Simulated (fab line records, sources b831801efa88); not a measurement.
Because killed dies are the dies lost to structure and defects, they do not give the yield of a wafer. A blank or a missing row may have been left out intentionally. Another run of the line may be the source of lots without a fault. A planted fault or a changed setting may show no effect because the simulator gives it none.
2 desks looking at one fault -- flow gf180mcu -- each desk holds nothing but its own numbers, with what lay behind them at the end

== TOOL OWNER'S DESK, implanter-02 ==
The tool's own readings at GF_MVPSD_IMPLANT_09, given as means over the sampled wafers that have a number, one for each lot that went through this tool. Any lot whose mean is over 4 standard deviations away from the usual mean is out of limits and marked OUT; that distance is given in the brackets.
Columns: A = beam_on_s at GF_MVPSD_IMPLANT_09, usual 9.97 s; B = faraday_current_uA at GF_MVPSD_IMPLANT_09, usual 28.3; C = tilt_deg at GF_MVPSD_IMPLANT_09, usual 0.002 degrees
lot,first seen here,A,B,C
L686,day 4 23:14,9.98,28.2,0.017
L692,day 6 11:53,9.99,28.2,0.009
L693,day 6 18:17,9.96,28.3,-0.002
L694,day 6 22:59,9.77,28.8,0.006
L698,day 8 00:50,8.13 (-8.8) OUT,34.7 (+11) OUT,0.020
L700,day 8 14:27,8.24 (-8.2) OUT,34.3 (+10) OUT,-0.006
L701,day 8 20:37,8.22 (-8.3) OUT,34.2 (+10) OUT,-0.028
Finding of this desk: L698, L700, L701 out of limits; the first was L698 at day 8 00:50, on beam_on_s at GF_MVPSD_IMPLANT_09. L686, L692, L693, L694: within limits.

== METROLOGY DESK ==
Lot by lot, what the gauges showed, no matter which tool ran the lot: averages of those sampled wafers that carry a number. Any lot whose mean is over 4 standard deviations away from the usual mean is out of limits and marked OUT; that distance is given in the brackets.
Columns: A = INCOMING_BOW at GF_STI_BOW_MEAS_00, usual 1 um; B = MVPSD_RS at GF_VT_IMPLANT_RS_MEAS_49, usual 1169.9 ohm/sq; C = V3_W_THK at GF_V3_THK_MEAS_25, usual 344 nm
lot,first seen here,A,B,C
L686,day 1 10:00,6,1165.7,350
L688,day 1 20:02,4,1168.2,348
L690,day 2 06:01,-3,1166.9,343
L692,day 2 16:00,6,1168.2,337
L693,day 2 21:00,-1,1167.8,349
L694,day 3 02:00,5,1170.5,343
L698,day 3 22:00,-3,1208.3 (+13) OUT,342
L700,day 4 08:01,-4,1203.9 (+12) OUT,351
L701,day 4 13:04,-9,1208.5 (+13) OUT,343
L702,day 4 18:01,-2,1171.9,348
L703,day 4 23:00,6,1170.0,343
L705,day 5 09:01,-1,1174.7,343
L706,day 5 14:01,-3,1169.5,340
This desk reports L698, L700, L701 out of limits; the earliest was L698 at day 11 00:12 (MVPSD_RS at GF_VT_IMPLANT_RS_MEAS_49). L686, L688, L690, L692, L693, L694, L702, L703, L705, L706: within limits.

== TAKEN TOGETHER ==
On L698, L700, L701, at day 8 00:50, an alarm was possible from the tool owner's desk.
Metrology desk: alarm possible at day 11 00:12 on L698, L700, L701.
Every lot named ran GF_MVPSD_IMPLANT_09 on implanter-02.

== WHAT THE SIMULATOR HAD PUT IN ==
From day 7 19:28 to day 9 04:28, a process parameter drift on implanter-02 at GF_MVPSD_IMPLANT_09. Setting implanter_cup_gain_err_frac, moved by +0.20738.
Lots struck among those shown: L698, L700, L701.
Hours from the fault's start to each desk's first reading out of limits: the tool owner's desk, 5; the metrology desk, 77.
